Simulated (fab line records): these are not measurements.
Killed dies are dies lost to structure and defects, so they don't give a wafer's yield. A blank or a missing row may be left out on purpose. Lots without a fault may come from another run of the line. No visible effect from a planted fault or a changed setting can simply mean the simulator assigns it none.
Comparing a struck lot with a sound one :: flow gf180mcu :: 16 steps out of a route of 602
Sound: the wafers L454.2, L454.4, L454.5. Struck: wafer L470.2 (L470.1, L470.4, from the same lot, were not struck and are left out); the cause is given at the end.
For every step that has rows: the tool of each side, followed by ch and its chambers, followed by its first start. Under that, the readings that differ: sound wafers :: struck wafers :: difference of the means :: sigmas: that difference in standard deviations of wafers without a fault.
alike: readings whose means differ by less than 2 such deviations, and words and numbers that are the same on both sides. not compared: withheld readings, readings that some wafer has no value for, bounds like >300 that may hide the same value, and numbers for which the record gives no deviation and whose values overlap.
Wherever a step has rows on one side only, a row that says differs or no value, or a row with sigmas, the two part there. Numbers that don't overlap but have no deviation are shown without sigmas and don't part them. Lack of a reading on every wafer of one side parts them only where that side has two or more wafers.

first, 3 steps without rows for these wafers: GF_M5_EXPOSE_04 (exposes mask Metal5, target cd 280 nm); GF_M5_PEB_05 (peb time 90 s); GF_M5_DEVELOP_06 (develop time 60 s).
GF_M5_CD_MEAS_07: target cd 280 nm.
  struck on cdSem-01, day 31 04:58; sound on cdSem-01, day 26 10:16
  alike: cdNm
GF_M5_OVL_MEAS_08:
  struck on overlay-02, day 31 05:05; sound on overlay-02, day 26 10:22
  alike: M5_OVL
GF_M5_ETCH_09: etches Si3N4 in CF4/O2, target depth 52 nm, time 11.6 s.
  sound on rieDiel-02 ch 2,3, day 26 10:24; struck on rieDiel-04 ch 2, day 31 05:07
  alike: biasW, drypumpMotorCurrentA, oesProductAu, throttleValvePct
  not compared: rfHoursCounterH
GF_M5_METAL_ETCH_10: etches the open film in Cl2/BCl3, stops on SiO2, target depth 627.5 nm, time 104.6 s.
  sound on rieMetal-01 ch 0, day 26 10:28; struck on rieMetal-02 ch 1, day 31 05:08
reading: drypumpMotorCurrentA (A)
sound: 5.87 5.88 5.87
struck: 5.18
difference: -0.69
sigmas: -2

reading: rfHoursCounterH (h)
sound: - - -
struck: 10
difference: no value on the sound wafers
sigmas: 
  alike: biasW, oesProductAu, throttleValvePct
GF_M5_STRIP_11: strips in O2/N2.
  sound on plasmaAsher-04 ch 0,1, day 26 10:39; struck on plasmaAsher-02 ch 1, day 31 05:15
  alike: drypumpMotorCurrentA, heaterPowerW, oesProductAu, stripTimeToEndpointS
  not compared: rfHoursCounterH
then, 3 steps without rows for these wafers: GF_M5_STRIP_12 (strips in post etch residue remover, time 1200 s); GF_M5_CLEAN_13 (cleans in DIW); GF_V5_CVD_00 (deposits SiO2, target thk 300 nm, time 50 s).
GF_V5_THK_MEAS_01:
  struck on filmMetro-02, day 31 05:52; sound on filmMetro-03, day 26 11:14
reading: V5_CVD_00_THK (nm)
sound: 297 297 299
struck: 305
difference: +7
sigmas: +2
GF_V5_CVD_02: deposits SiO2 from TEOS, target thk 1450 nm, time 163.28 s.
  sound on pecvd-04 ch 0,1,2, day 26 11:17; struck on pecvd-03 ch 0, day 31 05:56
reading: model.SiO2_of_V5_CVD_02.thkNm (nm)
sound: 1428 1441 1438
struck: 1996
difference: +560
sigmas: 
  alike: heaterPowerW
GF_V5_THK_MEAS_03:
  struck on filmMetro-02, day 31 06:02; sound on filmMetro-03, day 26 11:24
reading: V5_CVD_02_THK (nm)
sound: 1426 1441 1436
struck: 1997
difference: +563
sigmas: +30
GF_V5_CMP_04: polishes SiO2.
  sound on cmp-01 ch 2,3, day 26 11:27; struck on cmp-01 ch 1, day 31 06:06
  alike: motorCurrentA, platenRpm
GF_PASSIVATION_PROBE_99:
  rows exist in the record for the sound wafers here (prober-02, day 29 03:51), none for the struck ones

## WHERE THEY PART
Last at GF_PASSIVATION_PROBE_99 as far as this record goes, first at GF_M5_METAL_ETCH_10.

WHY: the cause the simulator had injected
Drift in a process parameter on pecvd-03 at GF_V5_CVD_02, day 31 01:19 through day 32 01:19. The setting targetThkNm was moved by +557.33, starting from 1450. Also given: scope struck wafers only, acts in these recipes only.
